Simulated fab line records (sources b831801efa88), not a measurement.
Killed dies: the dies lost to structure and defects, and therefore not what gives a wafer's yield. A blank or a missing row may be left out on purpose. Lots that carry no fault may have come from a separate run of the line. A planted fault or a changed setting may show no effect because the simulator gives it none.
Struck lot and sound lot, side by side :: flow sky130 :: 16 steps out of a route of 708
Sound: wafers L277.1, L277.3, L277.4. Wafers struck: L283.3, L283.5, L283.6. Last of all comes the cause.
Order at every step that has rows: each side's tool, ch and its chambers, its first start. Under that, the readings that differ: sound wafers :: struck wafers :: difference of the means :: sigmas: that difference in standard deviations of wafers without a fault.
alike: readings whose means differ by less than 2 such deviations, and words and numbers that are the same on both sides. not compared: withheld readings, readings that some wafer has no value for, bounds like >300 that may hide the same value, and numbers for which the record gives no deviation and whose values overlap.
The two part at a step that has a row with sigmas, a row that says differs or no value, or rows on one side only. Numbers that have no deviation but don't overlap get no sigmas and don't part them. A reading that every wafer of one side lacks parts them only if that side has two wafers or more.

SKY_LDD_P_OVL_MEAS_08:
  struck on overlay-01, day 23 18:26; sound on overlay-02, day 21 19:34
  alike: LDD_P_OVL
following that, these wafers have no rows for 1 step: SKY_LDD_P_IMPLANT_09.
SKY_LDD_P_STRIP_10: strips in O2/N2.
  sound on plasmaAsher-03 ch 0,1, day 21 19:45; struck on plasmaAsher-02 ch 0,1, day 23 18:38
  alike: drypumpMotorCurrentA, o2FlowSccm, oesProductAu, stripTimeToEndpointS
  not compared: rfHoursCounterH
SKY_LDD_P_TW_MEAS_11:
  struck on filmMetro-02, day 23 18:43; sound on filmMetro-04, day 21 19:51
  alike: LDD_P_TW
then, 7 steps without rows for these wafers: SKY_LDD_HVN_DEHYDRATE_00 (time 60 s); SKY_LDD_HVN_HMDS_01 (prime time 60 s); SKY_LDD_HVN_COAT_02 (resist thk 300 nm); SKY_LDD_HVN_SOFTBAKE_03 (time 60 s); SKY_LDD_HVN_EXPOSE_04 (exposes mask HVNTM, target cd 700 nm); SKY_LDD_HVN_PEB_05; SKY_LDD_HVN_DEVELOP_06 (develop time 60 s).
SKY_LDD_HVN_OVL_MEAS_07:
  struck on overlay-01, day 24 23:51; sound on overlay-02, day 23 00:56
reading: LDD_HVN_OVL (nm)
sound: 0.4 -1.7 0.0
struck: 3.0 2.2 2.5
difference: +3.0
sigmas: +2
SKY_LDD_HVN_IMPLANT_08:
  sound on implanter-02 ch 0, day 23 00:58; struck on implanter-02 ch 0, day 24 23:55
reading: beamOnS (s)
sound: 9.74 10.33 9.77
struck: 12.02 12.05 12.10
difference: +2.11
sigmas: +10

reading: doseIonsCm2
sound: 2.998e+13 2.998e+13 3e+13
struck: 3.082e+14 3.0817e+14 3.0822e+14
difference: +2.782e+14
sigmas: +99 or more

reading: endStationPressureTorr (Torr)
sound: 4.89e-06 4.75e-06 5.08e-06
struck: 6.15e-06 5.94e-06 5.8e-06
difference: +1.06e-06
sigmas: +4

reading: faradayCurrentUA
sound: 174 164 173
struck: 1450 1438 1438
difference: +1272
sigmas: +99 or more
SKY_LDD_HVN_STRIP_09: strips in O2/N2.
  sound on plasmaAsher-04 ch 0,1, day 23 01:07; struck on plasmaAsher-01 ch 0,1, day 25 00:04
  alike: drypumpMotorCurrentA, o2FlowSccm, oesProductAu, stripTimeToEndpointS
  not compared: rfHoursCounterH
SKY_LDD_HVN_TW_MEAS_10:
  struck on filmMetro-02, day 25 00:22; sound on filmMetro-03, day 23 01:13
reading: LDD_HVN_TW
sound: 1440 1445 1446
struck: 2914 2904 2913
difference: +1467
sigmas: +99 or more
  not compared: hold
SKY_PAD_OPEN_PROBE_99:
  rows exist in the record for the sound wafers here (prober-01, day 47 20:45), none for the struck ones

WHERE THEY PART
Earliest at SKY_LDD_HVN_OVL_MEAS_07; latest, in this record, at SKY_PAD_OPEN_PROBE_99.

WHY: whatever the simulator had introduced
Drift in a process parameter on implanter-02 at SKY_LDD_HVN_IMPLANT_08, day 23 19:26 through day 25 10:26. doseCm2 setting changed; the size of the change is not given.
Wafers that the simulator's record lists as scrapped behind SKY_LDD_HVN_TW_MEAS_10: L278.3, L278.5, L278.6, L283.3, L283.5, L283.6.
